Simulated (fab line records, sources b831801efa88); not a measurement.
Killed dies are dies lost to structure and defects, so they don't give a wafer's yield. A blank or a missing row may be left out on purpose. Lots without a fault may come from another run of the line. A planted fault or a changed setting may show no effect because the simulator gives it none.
Split-lot experiment | flow sfq_line | 5 lots, 23 wafers read, on a route of 325 steps

THE SPLIT
At SFQ_TRILAYER_M0_DEP_SPUTTER_019 (material Nb, target thk 200 nm, time 133.3 s), the setting power_w was moved away from the recipe's 2000 W on 8 of the 23 wafers read, by +6.5% to +11.7%. The other wafers ran this setting at the recipe's value.

FROM THE SPLIT TO THE READING: what the file shows between them, 5 steps
- SFQ_M0_RS_MEAS_904: measures by four-point-probe
- SFQ_TRILAYER_M0_LITHO_COAT_026: resist thk 62 nm (also split here: spin_rpm)
- SFQ_TRILAYER_M0_LITHO_COAT_021: resist thk 600 nm
- SFQ_TRILAYER_M0_LITHO_SOFTBAKE_025
- SFQ_TRILAYER_M0_BARC_OPEN_METAL_ETCH_031: etches BARC in O2, target depth 125 nm, time 41.7 s

THE READING
oes_product_au, in a.u., at SFQ_TRILAYER_M0_ETCH_METAL_ETCH_024 (etches Nb in Cl2/Ar, stops on SiO2, target depth 240 nm, time 120 s). Fault-free wafers of this fab line usually give 0.893 a.u., standard deviation 0.0074 a.u..

wafer  | tool, chamber at the split | power_w as run, W | against the recipe | oes_product_au, a.u. | against lot-mates on the recipe
L076.1 | pvd_sputter-04, -          | 2000              | recipe             | 0.895                | -
L076.2 | pvd_sputter-04, -          | 2000              | recipe             | 0.892                | -
L076.3 | pvd_sputter-04, -          | 2130              | +6.5%              | 0.922                | +0.029
L076.4 | pvd_sputter-04, -          | 2130              | +6.5%              | 0.936                | +0.043
L076.5 | pvd_sputter-04, -          | 2130              | +6.5%              | 0.927                | +0.034
L079.1 | pvd_sputter-04, -          | 2143              | +7.1%              | 0.928                | +0.041
L079.2 | pvd_sputter-04, -          | 2143              | +7.1%              | 0.933                | +0.046
L079.4 | pvd_sputter-04, -          | 2143              | +7.1%              | 0.927                | +0.040
L079.5 | pvd_sputter-04, -          | 2000              | recipe             | 0.891                | -
L079.6 | pvd_sputter-04, -          | 2000              | recipe             | 0.884                | -
L080.1 | pvd_sputter-06, -          | 2000              | recipe             | 0.902                | -
L080.2 | pvd_sputter-06, -          | 2000              | recipe             | 0.896                | -
L080.3 | pvd_sputter-06, -          | 2000              | recipe             | 0.910                | -
L080.4 | pvd_sputter-06, -          | 2235              | +11.7%             | 0.946                | +0.043
L080.6 | pvd_sputter-06, -          | 2235              | +11.7%             | 0.956                | +0.053
L083.1 | pvd_sputter-06, -          | 2000              | recipe             | 0.904                | -
L083.5 | pvd_sputter-06, -          | 2000              | recipe             | 0.887                | -
L083.6 | pvd_sputter-06, -          | 2000              | recipe             | 0.884                | -
L085.2 | pvd_sputter-05, -          | 2000              | recipe             | 0.887                | -
L085.3 | pvd_sputter-05, -          | 2000              | recipe             | 0.892                | -
L085.4 | pvd_sputter-05, -          | 2000              | recipe             | 0.903                | -
L085.5 | pvd_sputter-05, -          | 2000              | recipe             | 0.889                | -
L085.6 | pvd_sputter-05, -          | 2000              | recipe             | 0.902                | -

THE FIT
A straight line over all 23 wafers: oes_product_au changes by +0.0049 a.u. for each +1% of power_w; r = +0.94; the points scatter about the line by 0.0072 a.u..
The same after taking each lot's own level away (the mean of its wafers on the recipe; 23 wafers): +0.00478 a.u. for each +1%; r = +0.94; scatter 0.0072 a.u..
On that fit, the largest move of power_w shifts the reading by 0.056 a.u..
The lots' own levels span 0.8875 to 0.9027 a.u., that is 2.0 times the standard deviation above.
So the lot-to-lot level changes the slope little: the two slopes agree.
Check: with one of the wafers moved furthest among these (+11.7%) left out of the fit, the line predicts +0.0617 a.u. for it against its lot-mates. It came out at +0.0433 a.u. against them.

OTHER SPLITS ON THESE WAFERS
These wafers also went through other splits before the reading. Each is held against what the fit with the lots' levels taken away leaves over:
other split on the same wafers               | wafers away from the commonest value | r with oes_product_au (lot level and that fit taken away)
SFQ_TRILAYER_L0_LITHO_COAT_010 resist_thk_nm | 12                                   | -0.01
SFQ_TRILAYER_L0_LITHO_COAT_005 spin_rpm      | 10                                   | +0.14
SFQ_TRILAYER_M0_LITHO_COAT_026 spin_rpm      | 7                                    | -0.14

THE WHOLE CHAIN: every reading that the file lists as answering this split, in the file's order
step                                | what it does                                                        | reading                                                                                   | change (the file's fit)                  | r (the file's)
SFQ_TRILAYER_M0_DEP_SPUTTER_019     | material Nb, target thk 200 nm, time 133.3 s                        | Nb_of_TRILAYER_M0_DEP_SPUTTER_019.thk_nm (the simulator's own value, which no gauge read) | +1.92 nm for each +1% of the setting     | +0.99
SFQ_M0_RS_MEAS_904                  | measures by four-point-probe                                        | M0_NB_RS                                                                                  | -0.00779 for each +1% of the setting     | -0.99
SFQ_TRILAYER_M0_ETCH_METAL_ETCH_024 | etches Nb in Cl2/Ar, stops on SiO2, target depth 240 nm, time 120 s | oes_product_au                                                                            | +0.0047 a.u. for each +1% of the setting | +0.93

THE FILE'S OWN FIT
oes_product_au changes by +0.0047 a.u. for each +1% of power_w, r = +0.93.
